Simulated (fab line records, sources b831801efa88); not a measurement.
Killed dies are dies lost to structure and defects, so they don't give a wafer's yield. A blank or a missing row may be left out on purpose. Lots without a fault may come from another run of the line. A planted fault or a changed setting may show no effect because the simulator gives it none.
Which tool did it? | flow gf180mcu | 14 lots, 42 wafers sampled, at 4 steps of a route of 602

WHAT THE GAUGES READ, wafer by wafer
GF_M1_CD_MEAS_14: target cd 230 nm. Usual: cd_nm 229.8 nm, standard deviation 1.3.
lot  | measured     | on        | cd_nm (nm)        | flag
L439 | day 17 04:25 | cd_sem-02 | 228.8 227.9 228.8 |
L441 | day 17 16:00 | cd_sem-02 | 229.6 229.3 229.7 |
L443 | day 18 04:03 | cd_sem-02 | 228.5 228.5 228.7 |
L444 | day 18 11:56 | cd_sem-02 | 229.0 227.1 228.5 |
L446 | day 20 02:33 | cd_sem-02 | 228.9 229.7 228.5 |
L450 | day 21 09:54 | cd_sem-01 | - - -             | OFF
L449 | day 21 13:34 | cd_sem-02 | - - -             | OFF
L454 | day 22 12:02 | cd_sem-01 | 227.7 228.2 226.8 |
L455 | day 22 16:43 | cd_sem-02 | 229.2 229.7 228.5 |
L457 | day 23 12:05 | cd_sem-01 | 231.2 230.9 230.2 |
L459 | day 24 12:42 | cd_sem-01 | 230.1 229.7 230.6 |
L461 | day 24 23:02 | cd_sem-01 | 229.4 228.7 230.3 |
L460 | day 24 23:58 | cd_sem-01 | 232.2 231.7 234.1 |
L462 | day 25 19:52 | cd_sem-01 | 231.0 230.1 229.1 |

WHICH TOOL RAN EACH LOT (tool, then ch and the chambers of the sampled wafers, then the start)
lot  | GF_CONTACT_CVD_24             | GF_M1_SPUTTER_03             | GF_M1_EXPOSE_11
L439 | cvd_w-02 ch 0,1, day 16 05:11 | pvd_sputter-02, day 16 05:53 | krf_scanner-02 ch 0, day 16 17:25
L441 | cvd_w-02 ch 0,1, day 16 16:18 | pvd_sputter-04, day 16 17:02 | krf_scanner-01 ch 0, day 17 04:35
L443 | cvd_w-01 ch 0,1, day 17 04:49 | pvd_sputter-01, day 17 05:34 | krf_scanner-02 ch 0, day 17 17:03
L444 | cvd_w-02 ch 0,1, day 17 11:44 | pvd_sputter-02, day 17 12:26 | krf_scanner-01 ch 0, day 17 23:53
L446 | cvd_w-01 ch 0, day 19 00:46   | pvd_sputter-02, day 19 01:30 | krf_scanner-01 ch 0, day 19 14:31
L450 | cvd_w-02 ch 0,1, day 20 09:45 | pvd_sputter-01, day 20 10:29 | krf_scanner-01, day 20 22:26
L449 | cvd_w-01 ch 0,1, day 20 12:37 | pvd_sputter-02, day 20 13:21 | krf_scanner-01, day 21 01:30
L454 | cvd_w-02 ch 0,1, day 21 12:22 | pvd_sputter-01, day 21 13:07 | krf_scanner-01 ch 0, day 22 00:55
L455 | cvd_w-01 ch 0,1, day 21 17:10 | pvd_sputter-01, day 21 17:54 | krf_scanner-01 ch 0, day 22 05:02
L457 | cvd_w-02 ch 0,1, day 22 12:08 | pvd_sputter-01, day 22 12:50 | krf_scanner-02 ch 0, day 23 00:38
L459 | cvd_w-01 ch 0,1, day 23 13:26 | pvd_sputter-01, day 23 14:10 | krf_scanner-02 ch 0, day 24 01:31
L461 | cvd_w-02 ch 0,1, day 24 00:16 | pvd_sputter-01, day 24 00:59 | krf_scanner-01 ch 0, day 24 12:38
L460 | cvd_w-01 ch 1, day 24 00:58   | pvd_sputter-04, day 24 01:43 | krf_scanner-01 ch 0, day 24 13:07
L462 | cvd_w-02 ch 0, day 24 21:47   | pvd_sputter-04, day 24 22:32 | krf_scanner-02 ch 0, day 25 09:24
- GF_CONTACT_CVD_24: deposits W, target thk 300 nm, time 90.339 s.
- GF_M1_SPUTTER_03: material Ti, target thk 10 nm, time 6.7 s.
- GF_M1_EXPOSE_11: exposes mask Metal1, target cd 230 nm.

WHAT THE TOOLS THEMSELVES READ (means of the sampled wafers that have a number; where no wafer has one, the mark that the record gives instead)
GF_CONTACT_CVD_24. Usual: chamber_pressure_Torr 40.01 Torr, standard deviation 0.094; heater_power_w 868 W, standard deviation 90.
lot  | tool     | chamber_pressure_Torr (Torr) | heater_power_w (W) | flag
L439 | cvd_w-02 | 40.11                        | 890                |
L441 | cvd_w-02 | 39.99                        | 879                |
L443 | cvd_w-01 | 39.96                        | 857                |
L444 | cvd_w-02 | 39.98                        | 831                |
L446 | cvd_w-01 | 40.02                        | 962                |
L450 | cvd_w-02 | 40.05                        | 833                |
L449 | cvd_w-01 | 40.02                        | 878                |
L454 | cvd_w-02 | 40.04                        | 886                |
L455 | cvd_w-01 | 39.97                        | 897                |
L457 | cvd_w-02 | 40.01                        | 847                |
L459 | cvd_w-01 | 40.16                        | 893                |
L461 | cvd_w-02 | 39.95                        | 890                |
L460 | cvd_w-01 | 40.06                        | 763                |
L462 | cvd_w-02 | 39.91                        | 935                |

GF_M1_SPUTTER_03. Usual: cathode_dc_power_W 3000.1 W, standard deviation 0.54; throttle_valve_pct 29.9 %, standard deviation 1.1.
lot  | tool           | cathode_dc_power_W (W) | throttle_valve_pct (%) | flag
L439 | pvd_sputter-02 | 3000.3                 | 29.9                   |
L441 | pvd_sputter-04 | 3000.3                 | 31.0                   |
L443 | pvd_sputter-01 | 2999.9                 | 29.3                   |
L444 | pvd_sputter-02 | 2999.9                 | 28.9                   |
L446 | pvd_sputter-02 | 2999.8                 | 28.7                   |
L450 | pvd_sputter-01 | 3000.6                 | 30.2                   |
L449 | pvd_sputter-02 | 2999.5                 | 29.7                   |
L454 | pvd_sputter-01 | 3000.5                 | 30.4                   |
L455 | pvd_sputter-01 | 2999.9                 | 29.6                   |
L457 | pvd_sputter-01 | 3000.1                 | 29.9                   |
L459 | pvd_sputter-01 | 3000.6                 | 29.7                   |
L461 | pvd_sputter-01 | 2999.7                 | 29.3                   |
L460 | pvd_sputter-04 | 2999.6                 | 30.1                   |
L462 | pvd_sputter-04 | 3000.2                 | 30.2                   |

GF_M1_EXPOSE_11. Usual: exposure_dose_mJ_cm2 27.95, standard deviation 0.074; focus_offset_nm 0.2 nm, standard deviation 0.58; stage_vel_mm_s 500.02 mm/s, standard deviation 0.26.
lot  | tool           | exposure_dose_mJ_cm2 | focus_offset_nm (nm) | stage_vel_mm_s (mm/s) | flag
L439 | krf_scanner-02 | 27.85                | 1.0                  | 499.97                |
L441 | krf_scanner-01 | 27.97                | -0.4                 | 499.61                |
L443 | krf_scanner-02 | 27.88                | 0.8                  | 499.98                |
L444 | krf_scanner-01 | 27.99                | 0.0                  | 500.07                |
L446 | krf_scanner-01 | 28.02                | -0.1                 | 499.67                |
L450 | krf_scanner-01 | -                    | -                    | -                     | OFF
L449 | krf_scanner-01 | -                    | -                    | -                     | OFF
L454 | krf_scanner-01 | 27.94                | 0.3                  | 499.85                |
L455 | krf_scanner-01 | 27.98                | 0.4                  | 500.18                |
L457 | krf_scanner-02 | 27.84                | 1.0                  | 499.84                |
L459 | krf_scanner-02 | 27.84                | -0.3                 | 499.98                |
L461 | krf_scanner-01 | 28.00                | 0.7                  | 499.65                |
L460 | krf_scanner-01 | 27.94                | 0.2                  | 499.78                |
L462 | krf_scanner-02 | 27.81                | 0.3                  | 500.11                |

THE ANSWER, worked out from the rows above alone
Rule: a lot is off if the mean of its wafers that have a number lies more than 3 standard deviations from the usual mean. A lot without any number at a reading at which 4 lots or more have one is off too. The other lots that the step has rows for count as sound. The gauges are gone through in route order, then the tools' own readings, and for those a lot's mean is taken as printed above. The first step at which some lot is off is used, and at that step the reading that is off furthest; a lot without a number counts as furthest.
Off: L450, L449, at GF_M1_CD_MEAS_14 (cd_nm). Without a number there: L450, L449.
A tool fits if, at a process step before that reading, it ran every lot that is off, and no sound lot after the first of them. The gauges at GF_M1_CD_MEAS_14 aren't tried: what is off there is off at GF_M1_EXPOSE_11 too, on other tools, and a gauge's error can't cause that. None of those tried fits.

WHAT THE SIMULATOR HAD PUT IN
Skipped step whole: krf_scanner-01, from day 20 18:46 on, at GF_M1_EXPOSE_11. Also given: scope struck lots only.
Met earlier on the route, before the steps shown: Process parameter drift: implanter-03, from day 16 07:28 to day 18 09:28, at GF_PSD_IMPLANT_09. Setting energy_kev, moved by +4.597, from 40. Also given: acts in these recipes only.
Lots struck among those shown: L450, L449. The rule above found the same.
